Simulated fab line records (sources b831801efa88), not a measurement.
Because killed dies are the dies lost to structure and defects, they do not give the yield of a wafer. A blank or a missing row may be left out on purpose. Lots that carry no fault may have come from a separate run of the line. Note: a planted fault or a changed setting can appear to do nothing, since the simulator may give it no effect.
Which of the tools did it? :: flow sky130 :: 24 lots, 72 wafers sampled, at 4 steps of a route of 708

WHAT THE GAUGES READ, wafer by wafer
SKY_VIA2_THK_MEAS_23: measures by xrf. Usual: VIA2_W_THK typically reads 427 nm, with standard deviation 6.
lot: L074
measured: day 36 08:44
on: film_metro-01
VIA2_W_THK (nm): 425 434 427
flag: 

lot: L075
measured: day 36 13:32
on: film_metro-03
VIA2_W_THK (nm): 414 419 417
flag: 

lot: L076
measured: day 36 22:05
on: film_metro-01
VIA2_W_THK (nm): 440 434 436
flag: 

lot: L077
measured: day 37 09:05
on: film_metro-03
VIA2_W_THK (nm): 429 431 433
flag: 

lot: L078
measured: day 37 17:01
on: film_metro-03
VIA2_W_THK (nm): 438 439 437
flag: 

lot: L079
measured: day 38 06:32
on: film_metro-01
VIA2_W_THK (nm): 427 432 433
flag: 

lot: L080
measured: day 38 19:50
on: film_metro-02
VIA2_W_THK (nm): 428 425 431
flag: 

lot: L081
measured: day 38 20:49
on: film_metro-01
VIA2_W_THK (nm): 437 428 430
flag: 

lot: L083
measured: day 39 07:11
on: film_metro-01
VIA2_W_THK (nm): 429 430 426
flag: 

lot: L082
measured: day 39 13:23
on: film_metro-01
VIA2_W_THK (nm): 432 427 434
flag: 

lot: L084
measured: day 39 14:32
on: film_metro-02
VIA2_W_THK (nm): 419 421 424
flag: 

lot: L086
measured: day 40 05:08
on: film_metro-02
VIA2_W_THK (nm): 428 426 426
flag: 

lot: L085
measured: day 40 10:08
on: film_metro-03
VIA2_W_THK (nm): 424 429 424
flag: 

lot: L087
measured: day 40 20:40
on: film_metro-01
VIA2_W_THK (nm): 432 429 426
flag: 

lot: L088
measured: day 41 01:59
on: film_metro-02
VIA2_W_THK (nm): 424 421 424
flag: 

lot: L089
measured: day 41 05:50
on: film_metro-03
VIA2_W_THK (nm): 411 418 415
flag: 

lot: L090
measured: day 41 10:35
on: film_metro-02
VIA2_W_THK (nm): 424 426 418
flag: 

lot: L091
measured: day 41 14:11
on: film_metro-02
VIA2_W_THK (nm): 423 426 424
flag: 

lot: L092
measured: day 42 00:14
on: film_metro-03
VIA2_W_THK (nm): 432 423 427
flag: 

lot: L093
measured: day 42 08:34
on: film_metro-01
VIA2_W_THK (nm): 430 429 432
flag: 

lot: L094
measured: day 42 12:23
on: film_metro-02
VIA2_W_THK (nm): 424 424 423
flag: 

lot: L095
measured: day 43 01:59
on: film_metro-03
VIA2_W_THK (nm): 429 436 427
flag: 

lot: L097
measured: day 43 16:04
on: film_metro-03
VIA2_W_THK (nm): 415 426 431
flag: 

lot: L096
measured: day 43 16:59
on: film_metro-01
VIA2_W_THK (nm): 430 431 429
flag: 

SKY_VIA3_BOW_MEAS_03. Usual: VIA3_BOW typically reads 82 um, with standard deviation 7.6.
lot: L074
measured: day 38 16:04
on: film_metro-03
VIA3_BOW (um): 81 84 73
flag: 

lot: L075
measured: day 38 19:55
on: film_metro-03
VIA3_BOW (um): 91 86 78
flag: 

lot: L076
measured: day 39 04:32
on: film_metro-03
VIA3_BOW (um): 80 92 94
flag: 

lot: L077
measured: day 39 15:32
on: film_metro-03
VIA3_BOW (um): 85 77 87
flag: 

lot: L078
measured: day 39 22:28
on: film_metro-01
VIA3_BOW (um): 81 87 85
flag: 

lot: L079
measured: day 40 10:52
on: film_metro-04
VIA3_BOW (um): 83 89 87
flag: 

lot: L080
measured: day 41 00:29
on: film_metro-03
VIA3_BOW (um): 71 64 74
flag: 

lot: L081
measured: day 41 01:14
on: film_metro-03
VIA3_BOW (um): 73 89 93
flag: 

lot: L083
measured: day 41 11:08
on: film_metro-03
VIA3_BOW (um): 84 100 95
flag: 

lot: L082
measured: day 41 16:51
on: film_metro-01
VIA3_BOW (um): 80 81 81
flag: 

lot: L084
measured: day 41 18:53
on: film_metro-04
VIA3_BOW (um): 78 75 78
flag: 

lot: L086
measured: day 42 08:02
on: film_metro-01
VIA3_BOW (um): 78 89 86
flag: 

lot: L085
measured: day 42 12:28
on: film_metro-01
VIA3_BOW (um): 81 73 80
flag: 

lot: L087
measured: day 42 23:26
on: film_metro-03
VIA3_BOW (um): 76 77 69
flag: 

lot: L088
measured: day 43 03:28
on: film_metro-01
VIA3_BOW (um): 88 96 88
flag: 

lot: L089
measured: day 43 07:49
on: film_metro-04
VIA3_BOW (um): 84 81 70
flag: 

lot: L090
measured: day 43 12:44
on: film_metro-04
VIA3_BOW (um): 75 76 66
flag: 

lot: L091
measured: day 43 15:20
on: film_metro-04
VIA3_BOW (um): 85 75 86
flag: 

lot: L092
measured: day 44 01:04
on: film_metro-04
VIA3_BOW (um): 90 80 75
flag: 

lot: L093
measured: day 44 09:44
on: film_metro-03
VIA3_BOW (um): 73 69 84
flag: 

lot: L094
measured: day 44 13:14
on: film_metro-04
VIA3_BOW (um): 82 82 75
flag: 

lot: L095
measured: day 45 01:09
on: film_metro-01
VIA3_BOW (um): 78 81 83
flag: 

lot: L097
measured: day 45 14:16
on: film_metro-03
VIA3_BOW (um): 86 92 75
flag: 

lot: L096
measured: day 45 15:17
on: film_metro-04
VIA3_BOW (um): 73 92 83
flag: 

SKY_CAP2M_THK_MEAS_04: measures by xrf. Usual: CAP2M_TIN_THK typically reads 190.1 nm, with standard deviation 2.6.
lot: L074
measured: day 39 19:15
on: film_metro-04
CAP2M_TIN_THK (nm): 189.4 189.2 190.2
flag: 

lot: L075
measured: day 39 23:15
on: film_metro-02
CAP2M_TIN_THK (nm): 191.0 181.8 184.9
flag: 

lot: L076
measured: day 40 07:38
on: film_metro-04
CAP2M_TIN_THK (nm): 186.7 188.3 187.3
flag: 

lot: L077
measured: day 40 18:34
on: film_metro-04
CAP2M_TIN_THK (nm): 189.6 186.7 188.4
flag: 

lot: L078
measured: day 41 00:41
on: film_metro-02
CAP2M_TIN_THK (nm): 187.0 189.8 190.5
flag: 

lot: L079
measured: day 41 12:12
on: film_metro-02
CAP2M_TIN_THK (nm): 191.4 190.9 191.7
flag: 

lot: L080
measured: day 42 03:01
on: film_metro-02
CAP2M_TIN_THK (nm): 188.2 187.5 187.2
flag: 

lot: L081
measured: day 42 03:18
on: film_metro-04
CAP2M_TIN_THK (nm): 190.2 185.5 186.1
flag: 

lot: L083
measured: day 42 12:53
on: film_metro-01
CAP2M_TIN_THK (nm): 190.3 188.6 185.1
flag: 

lot: L082
measured: day 42 19:01
on: film_metro-04
CAP2M_TIN_THK (nm): 191.5 191.2 190.5
flag: 

lot: L084
measured: day 42 20:15
on: film_metro-04
CAP2M_TIN_THK (nm): 189.6 191.3 190.8
flag: 

lot: L086
measured: day 43 09:19
on: film_metro-04
CAP2M_TIN_THK (nm): 190.5 188.8 189.4
flag: 

lot: L085
measured: day 43 14:15
on: film_metro-04
CAP2M_TIN_THK (nm): 192.2 191.2 194.6
flag: 

lot: L087
measured: day 44 00:13
on: film_metro-01
CAP2M_TIN_THK (nm): 187.2 188.5 192.5
flag: 

lot: L088
measured: day 44 05:11
on: film_metro-02
CAP2M_TIN_THK (nm): 188.6 184.4 183.8
flag: 

lot: L089
measured: day 44 09:20
on: film_metro-02
CAP2M_TIN_THK (nm): 193.4 192.7 193.2
flag: 

lot: L090
measured: day 44 13:25
on: film_metro-02
CAP2M_TIN_THK (nm): 192.4 190.5 192.8
flag: 

lot: L091
measured: day 44 16:14
on: film_metro-04
CAP2M_TIN_THK (nm): 188.3 191.5 191.7
flag: 

lot: L092
measured: day 45 01:03
on: film_metro-01
CAP2M_TIN_THK (nm): 188.0 191.5 189.0
flag: 

lot: L093
measured: day 45 09:38
on: film_metro-02
CAP2M_TIN_THK (nm): 191.3 192.3 192.3
flag: 

lot: L094
measured: day 45 12:39
on: film_metro-02
CAP2M_TIN_THK (nm): 192.5 189.9 194.1
flag: 

lot: L095
measured: day 46 00:52
on: film_metro-04
CAP2M_TIN_THK (nm): 193.1 191.0 194.4
flag: 

lot: L097
measured: day 46 13:14
on: film_metro-02
CAP2M_TIN_THK (nm): 189.4 189.2 189.7
flag: 

lot: L096
measured: day 46 13:54
on: film_metro-04
CAP2M_TIN_THK (nm): 194.4 192.2 194.3
flag: 

WHAT TOOL EACH LOT RAN ON (gives the tool, then ch and the chambers of the sampled wafers, and finally the start)
lot: L074
SKY_VIA3_CMP_02: cmp-01 ch 1,3, day 38 15:46

lot: L075
SKY_VIA3_CMP_02: cmp-02 ch 0,1, day 38 19:39

lot: L076
SKY_VIA3_CMP_02: cmp-01 ch 0,1,3, day 39 04:13

lot: L077
SKY_VIA3_CMP_02: cmp-01 ch 1,2,3, day 39 15:19

lot: L078
SKY_VIA3_CMP_02: cmp-01 ch 0,1,2, day 39 22:16

lot: L079
SKY_VIA3_CMP_02: cmp-02 ch 1,2, day 40 10:37

lot: L080
SKY_VIA3_CMP_02: cmp-01 ch 0,1,2, day 41 00:14

lot: L081
SKY_VIA3_CMP_02: cmp-02 ch 0,1,2, day 41 00:56

lot: L083
SKY_VIA3_CMP_02: cmp-01 ch 1,2,3, day 41 10:50

lot: L082
SKY_VIA3_CMP_02: cmp-01 ch 0,2, day 41 16:35

lot: L084
SKY_VIA3_CMP_02: cmp-02 ch 0,2,3, day 41 18:38

lot: L086
SKY_VIA3_CMP_02: cmp-02 ch 0,3, day 42 07:44

lot: L085
SKY_VIA3_CMP_02: cmp-01 ch 0,1,3, day 42 12:16

lot: L087
SKY_VIA3_CMP_02: cmp-02 ch 1,2,3, day 42 23:14

lot: L088
SKY_VIA3_CMP_02: cmp-01 ch 0,2, day 43 03:13

lot: L089
SKY_VIA3_CMP_02: cmp-02 ch 0,2,3, day 43 07:30

lot: L090
SKY_VIA3_CMP_02: cmp-02 ch 1,2,3, day 43 12:29

lot: L091
SKY_VIA3_CMP_02: cmp-01 ch 1,2, day 43 15:02

lot: L092
SKY_VIA3_CMP_02: cmp-02 ch 0,1,3, day 44 00:49

lot: L093
SKY_VIA3_CMP_02: cmp-01 ch 0,1,3, day 44 09:26

lot: L094
SKY_VIA3_CMP_02: cmp-02 ch 0,1, day 44 12:56

lot: L095
SKY_VIA3_CMP_02: cmp-02 ch 1,2,3, day 45 00:51

lot: L097
SKY_VIA3_CMP_02: cmp-01 ch 1,3, day 45 13:58

lot: L096
SKY_VIA3_CMP_02: cmp-02 ch 0,1,2, day 45 14:59
- SKY_VIA3_CMP_02: polishes SiO2.

WHAT THE TOOLS THEMSELVES READ (means of the sampled wafers that have a number; where no wafer has one, the mark that the record gives instead)
SKY_VIA3_CMP_02. Usual: head_pressure_psi 4.000 psi, standard deviation 0.0097; motor_current_A 11.5 A, standard deviation 1.3.
lot: L074
tool: cmp-01
head_pressure_psi (psi): 3.988
motor_current_A (A): 12.4
flag: 

lot: L075
tool: cmp-02
head_pressure_psi (psi): 3.999
motor_current_A (A): 12.2
flag: 

lot: L076
tool: cmp-01
head_pressure_psi (psi): 3.998
motor_current_A (A): 11.2
flag: 

lot: L077
tool: cmp-01
head_pressure_psi (psi): 4.002
motor_current_A (A): 12.1
flag: 

lot: L078
tool: cmp-01
head_pressure_psi (psi): 3.996
motor_current_A (A): 11.8
flag: 

lot: L079
tool: cmp-02
head_pressure_psi (psi): 3.997
motor_current_A (A): 11.1
flag: 

lot: L080
tool: cmp-01
head_pressure_psi (psi): 3.989
motor_current_A (A): 11.7
flag: 

lot: L081
tool: cmp-02
head_pressure_psi (psi): 3.998
motor_current_A (A): 11.6
flag: 

lot: L083
tool: cmp-01
head_pressure_psi (psi): 4.010
motor_current_A (A): 12.3
flag: 

lot: L082
tool: cmp-01
head_pressure_psi (psi): 4.007
motor_current_A (A): 11.5
flag: 

lot: L084
tool: cmp-02
head_pressure_psi (psi): 4.000
motor_current_A (A): 11.2
flag: 

lot: L086
tool: cmp-02
head_pressure_psi (psi): 4.001
motor_current_A (A): 11.2
flag: 

lot: L085
tool: cmp-01
head_pressure_psi (psi): 3.994
motor_current_A (A): 11.3
flag: 

lot: L087
tool: cmp-02
head_pressure_psi (psi): 4.002
motor_current_A (A): 10.5
flag: 

lot: L088
tool: cmp-01
head_pressure_psi (psi): 4.004
motor_current_A (A): 11.1
flag: 

lot: L089
tool: cmp-02
head_pressure_psi (psi): 4.006
motor_current_A (A): 11.2
flag: 

lot: L090
tool: cmp-02
head_pressure_psi (psi): 3.992
motor_current_A (A): 10.3
flag: 

lot: L091
tool: cmp-01
head_pressure_psi (psi): 3.999
motor_current_A (A): 12.2
flag: 

lot: L092
tool: cmp-02
head_pressure_psi (psi): 3.995
motor_current_A (A): 11.5
flag: 

lot: L093
tool: cmp-01
head_pressure_psi (psi): 4.001
motor_current_A (A): 10.9
flag: 

lot: L094
tool: cmp-02
head_pressure_psi (psi): 4.008
motor_current_A (A): 12.6
flag: 

lot: L095
tool: cmp-02
head_pressure_psi (psi): 4.001
motor_current_A (A): 10.7
flag: 

lot: L097
tool: cmp-01
head_pressure_psi (psi): 4.003
motor_current_A (A): 11.4
flag: 

lot: L096
tool: cmp-02
head_pressure_psi (psi): 4.005
motor_current_A (A): 12.1
flag: 

THE ANSWER, worked out from the rows above alone
Rule: a lot counts as off when the mean over its wafers that have a number is more than 3 standard deviations away from the usual mean. A lot without any number at a reading at which 4 lots or more have one is off too. Any other lot the step has rows for is counted as sound. First the gauges in route order, then the tools' own readings, where a lot's mean is used as printed above. At the first step where some lot is off, the reading lying furthest off is the one used; lots without a number count as furthest.
No lot is off on any of the readings shown, so nothing can be concluded from this.

WHAT HAD BEEN PUT IN BY THE SIMULATOR
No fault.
